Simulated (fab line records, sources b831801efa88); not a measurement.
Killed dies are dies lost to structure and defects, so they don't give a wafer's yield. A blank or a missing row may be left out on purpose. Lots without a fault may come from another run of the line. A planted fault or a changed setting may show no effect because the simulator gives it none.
fab line records | flow gf180mcu | part 2 of 2: steps 32 to 44 of 44
record lots=5 wafers=15 last_day=34
route steps=602 shown HV_LDD@205 NSD@235 PSD@248
lots that met no fault: from a run of the same line without faults
start_h: hours from the record's first day to the start of the lot's first wafer shown | wait_h: hours since the lot's step before | " the same as in the row above | L1.1+2: a row that stands for several wafers | - no value, or no start given | * or withheld: withheld | < > ~ a bound
route shown NAME@n: a module of which the file shows steps, and the number in the route of the first | usual: mean/standard deviation of fault-free wafers | same: alike in all rows | chamber/n: place in a boat | sites: the reading at each site | _std_site: their standard deviation | _edge_site: outer sites' mean less inner sites' | radius_mm: how far each site lies from the wafer's centre | mask NAME#n: copy n | behind: the tool/chamber that last shaped the wafer | hold: why the lot was held/for how many hours/how that ended | device: the transistor (n, p or np) that didn't switch | end of line: the same wafers' tests at the end of the route | a step without rows: its recipe alone | killed: dies lost to structure and defects at the first sort, not the wafer's yield | map: a wafer's dies, x killed, . not, _ none there
set.NAME: the setting as run; set.NAME@STEP: as run at that earlier step | model.NAME: the simulator's own value behind a step, which no gauge read
lots at some steps of the route; a table a step, a row a wafer
services: from which hour (start_h, from the record's first day; less than 0 if before it) a tool's chamber was out of use, for how many hours, and why
## steps
# step GF_NSD_HMDS_01
# recipe prime_time_s=60 prime_temp_c=120
# usual prime_temp_c=120.04/0.15
# columns lot.wafer tool chamber start_h wait_h prime_temp_c
L077.1 litho_track-02 0 320.59 0.1 120.03
L077.4 " 0 " " 120.08
L077.6 " 0 " " 120.12
L083.1 litho_track-02 0 362.19 0.1 120.14
L083.4 " 0 " " 120.04
L083.5 " 0 " " 120.08
L084.2 litho_track-04 0 372.53 0.1 120.04
L084.5 " 0 " " 120.04
L084.6 " 0 " " 120.07
L094.1 litho_track-04 0 449.45 0.1 119.98
L094.2 " 0 " " 119.99
L094.4 " 0 " " 120.00
L096.2 litho_track-01 0 467.99 0.1 120.24
L096.3 " 0 " " 119.83
L096.6 " 0 " " 120.02
# step GF_NSD_COAT_02
# recipe resist=NOVOLAK spin_rpm=3000 resist_thk_nm=1000
# columns lot.wafer tool chamber start_h wait_h
L077.1+4+6 litho_track-02 0 320.74 0.1
L083.1+4+5 litho_track-02 0 362.34 0.1
L084.2+5+6 litho_track-04 0 372.68 0.1
L094.1+2+4 litho_track-04 0 449.60 0.1
L096.2+3+6 litho_track-01 0 468.14 0.1
# step GF_NSD_SOFTBAKE_03
# recipe temp_c=90 time_s=60 resist=NOVOLAK
# columns lot.wafer tool chamber start_h wait_h
L077.1+4+6 litho_track-02 0 320.89 0.1
L083.1+4+5 litho_track-02 0 362.49 0.1
L084.2+5+6 litho_track-04 0 372.83 0.1
L094.1+2+4 litho_track-04 0 449.75 0.1
L096.2+3+6 litho_track-01 0 468.29 0.1
# step GF_NSD_EXPOSE_04
# recipe mask_id=Nplus target_cd_nm=400 na=0.6 source_shape=conventional sigma_outer=0.6 dose_mj=140
# columns lot.wafer tool chamber start_h wait_h mask
L077.1+4+6 iline_stepper-01 0 - - Nplus#0
L083.1+4+5 iline_stepper-02 0 - - Nplus#0
L084.2+5+6 iline_stepper-02 0 - - Nplus#0
L094.1+2+4 iline_stepper-01 0 - - Nplus#0
L096.2+3+6 iline_stepper-01 0 - - Nplus#0
# step GF_NSD_PEB_05
# recipe temp_c=withheld time_s=* resist=NOVOLAK
# columns lot.wafer tool chamber start_h wait_h
L077.1+4+6 litho_track-02 0 - -
L083.1+4+5 litho_track-01 0 - -
L084.2+5+6 litho_track-01 0 - -
L094.1+2+4 litho_track-02 0 - -
L096.2+3+6 litho_track-04 0 - -
# step GF_NSD_DEVELOP_06
# recipe develop_time_s=60 dev_temp_c=23
# same develop_time_s=60
# columns lot.wafer tool chamber start_h wait_h
L077.1+4+6 litho_track-02 0 331.19 0.1
L083.1+4+5 litho_track-01 0 373.32 0.1
L084.2+5+6 litho_track-01 0 383.35 0.1
L094.1+2+4 litho_track-02 0 461.54 0.1
L096.2+3+6 litho_track-04 0 480.43 0.1
# step GF_NSD_CD_MEAS_07
# recipe target_cd_nm=400
# usual cd_nm=400.0/1.9
# columns lot.wafer tool chamber start_h wait_h cd_nm
L077.1 cd_sem-02 - 331.34 0.1 400.1
L077.4 " - " " 404.0
L077.6 " - " " 401.0
L083.1 cd_sem-02 - 373.47 0.1 400.1
L083.4 " - " " 398.5
L083.5 " - " " 399.6
L084.2 cd_sem-01 - 383.49 0.1 402.3
L084.5 " - " " 402.0
L084.6 " - " " 399.6
L094.1 cd_sem-02 - 461.69 0.1 400.8
L094.2 " - " " 399.0
L094.4 " - " " 402.6
L096.2 cd_sem-01 - 480.57 0.1 399.4
L096.3 " - " " 398.8
L096.6 " - " " 398.3
# step GF_NSD_OVL_MEAS_08
# usual NSD_OVL=-0.4/1.4
# columns lot.wafer tool chamber start_h wait_h NSD_OVL[nm]
L077.1 overlay-01 - 331.46 0.1 1.3
L077.4 " - " " 0.8
L077.6 " - " " -1.5
L083.1 overlay-02 - 373.59 0.1 0.1
L083.4 " - " " 1.1
L083.5 " - " " 0.6
L084.2 overlay-02 - 383.60 0.1 0.3
L084.5 " - " " 0.4
L084.6 " - " " 1.4
L094.1 overlay-01 - 461.81 0.1 -1.1
L094.2 " - " " 0.0
L094.4 " - " " -0.2
L096.2 overlay-01 - 480.68 0.1 2.0
L096.3 " - " " 1.0
L096.6 " - " " 1.5
# step GF_NSD_IMPLANT_09
# recipe species=As energy_kev=60 dose_cm2=4e+15 tilt_deg=7
# columns lot.wafer tool chamber start_h wait_h
L077.1+4+6 implanter-03 0 331.49 0.0
L083.1+4+5 implanter-04 0 373.63 0.0
L084.2+5+6 implanter-04 0 383.65 0.0
L094.1+2+4 implanter-03 0 461.84 0.0
L096.2+3+6 implanter-03 0 480.73 0.0
# step GF_NSD_IMPLANT_10
# recipe species=P energy_kev=40 dose_cm2=5e+14 tilt_deg=7
# columns lot.wafer tool chamber start_h wait_h
L077.1+4+6 implanter-03 0 331.64 0.1
L083.1+4+5 implanter-04 0 373.78 0.1
L084.2+5+6 implanter-04 0 383.80 0.1
L094.1+2+4 implanter-03 0 461.99 0.1
L096.2+3+6 implanter-03 0 480.88 0.1
# step GF_NSD_STRIP_11
# recipe chemistry=O2/N2 power_w=1400 pressure_mtorr=1500 platen_temp_c=250 o2_flow_sccm=3000 n2_flow_sccm=300 overash_fraction=0.5
# usual drypump_motor_current_A=5.9/0.4 heater_power_w=317/16 oes_product_au=0.487/0.0047 strip_time_to_endpoint_s=22.97/0.035
# columns lot.wafer tool chamber start_h wait_h drypump_motor_current_A heater_power_w oes_product_au rf_hours_counter_h strip_time_to_endpoint_s
L077.1 plasma_asher-02 0 331.79 0.1 6.4 320 0.478 67 22.98
L077.4 " 0 " " 6.5 327 0.486 - 22.97
L077.6 " 0 " " 6.4 324 0.491 - 22.97
L083.1 plasma_asher-02 1 373.93 0.1 5.9 293 0.490 72 22.99
L083.4 " 0 " " 6.4 328 0.491 - 22.98
L083.5 " 1 " " 5.9 298 0.486 - 22.94
L084.2 plasma_asher-04 1 383.93 0.1 5.2 302 0.491 61 23.01
L084.5 " 1 " " 5.2 305 0.481 - 23.02
L084.6 " 0 " " 6.0 327 0.487 - 23.01
L094.1 plasma_asher-02 0 462.14 0.1 6.4 329 0.480 82 22.98
L094.2 " 1 " " 5.9 303 0.488 82 22.96
L094.4 " 0 " " 6.4 321 0.492 - 22.95
L096.2 plasma_asher-04 1 481.01 0.1 5.2 293 0.483 72 22.96
L096.3 " 1 " " 5.2 303 0.478 - 22.97
L096.6 " 0 " " 6.0 324 0.484 - 22.94
# step GF_NSD_TW_MEAS_12
# usual NSD_TW=4227/40
# columns lot.wafer tool chamber start_h wait_h NSD_TW
L077.1 film_metro-01 - 331.89 0.1 4227
L077.4 " - " " 4229
L077.6 " - " " 4244
L083.1 film_metro-03 - 374.03 0.1 4162
L083.4 " - " " 4187
L083.5 " - " " 4188
L084.2 film_metro-01 - 384.04 0.1 4235
L084.5 " - " " 4232
L084.6 " - " " 4237
L094.1 film_metro-01 - 462.24 0.1 4237
L094.2 " - " " 4234
L094.4 " - " " 4254
L096.2 film_metro-01 - 481.12 0.1 4249
L096.3 " - " " 4242
L096.6 " - " " 4231
# step GF_PSD_DEHYDRATE_00
# recipe temp_c=200 time_s=60
# columns lot.wafer tool chamber start_h wait_h
L077.1+4+6 litho_track-03 0 341.79 9.9
L083.1+4+5 litho_track-02 0 383.94 9.9
L084.2+5+6 litho_track-02 0 394.71 10.7
L094.1+2+4 litho_track-02 0 473.74 11.5
L096.2+3+6 litho_track-03 0 492.51 11.4
## services
# columns tool chamber start_h hours kind
plasma_asher-03 - 269.36 3.0 repair
lpcvd-01 - 279.45 6.1 pm
lpcvd-01 - 291.47 4.3 pm
implanter-04 - 297.39 2.4 repair
implanter-03 - 298.70 3.9 repair
iline_stepper-01 - 300.40 1.7 pm
plasma_asher-02 - 300.58 0.9 repair
lpcvd-02 - 304.85 0.7 repair
iline_stepper-02 - 326.96 6.7 repair
implanter-01 - 337.97 4.2 pm
lpcvd-01 - 362.19 0.9 repair
implanter-04 - 370.52 2.3 repair
lpcvd-02 - 384.68 2.3 repair
iline_stepper-01 - 391.57 3.1 repair
lpcvd-01 - 403.12 0.6 repair
implanter-03 - 412.94 1.4 repair
lpcvd-02 - 419.05 34.7 repair
plasma_asher-03 - 421.25 9.0 pm
implanter-01 - 438.60 2.2 repair
lpcvd-02 - 446.00 2.5 repair
implanter-04 - 458.44 1.9 repair
implanter-04 - 459.61 5.0 repair
iline_stepper-02 - 462.38 1.7 pm
implanter-01 - 472.71 2.6 pm
